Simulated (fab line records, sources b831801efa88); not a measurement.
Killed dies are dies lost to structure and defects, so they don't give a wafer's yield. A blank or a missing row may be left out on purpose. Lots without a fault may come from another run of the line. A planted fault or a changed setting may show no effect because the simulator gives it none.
Chamber matching | flow sfq_line | SFQ_TRILAYER_I0_CMP_CMP_028 on cmp-01: 4 sister chambers
The step polishes SiO2. 4 wafers are shown with their chamber, then 7 later ones without.

WAFERS WITH THEIR CHAMBER
wafer  | chamber | motor_current_A (A)
L087.1 | 0       | 10.2
L087.2 | 2       | 11.0
L091.3 | 3       | 9.4
L091.4 | 1       | 8.7

WAFERS WITHOUT THEIR CHAMBER
wafer  | motor_current_A (A)
L091.6 | 9.2
L092.2 | 11.0
L092.4 | 9.5
L092.6 | 9.1
L093.3 | 8.7
L093.4 | 10.0
L093.5 | 9.2

WHICH CHAMBER EACH WENT THROUGH
wafer  | from the rows above     | in truth
L091.6 | can't be placed: 3 or 1 | 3
L092.2 | 2                       | 2
L092.4 | 3                       | 3
L092.6 | can't be placed: 3 or 1 | 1
L093.3 | 1                       | 1
L093.4 | 0                       | 0
L093.5 | can't be placed: 3 or 1 | 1
Placed correctly: 4 of 7. Can't be placed from these rows: 3 (the true chamber is among the candidates in 3). Placed wrongly: 0.
How it was worked out, from the rows above alone: a wafer's distance from a chamber is the root of the sum, over the readings, of the square of ((its reading less the chamber's mean) divided by the reading's scatter). The wafer belongs to the nearest chamber; if the next one is less than 2 further off, it can't be placed. A chamber's mean is the mean of its shown wafers. The scatter: with one shown wafer a chamber, the root of the mean of the squares of how far each hidden wafer lies from its nearest shown one.
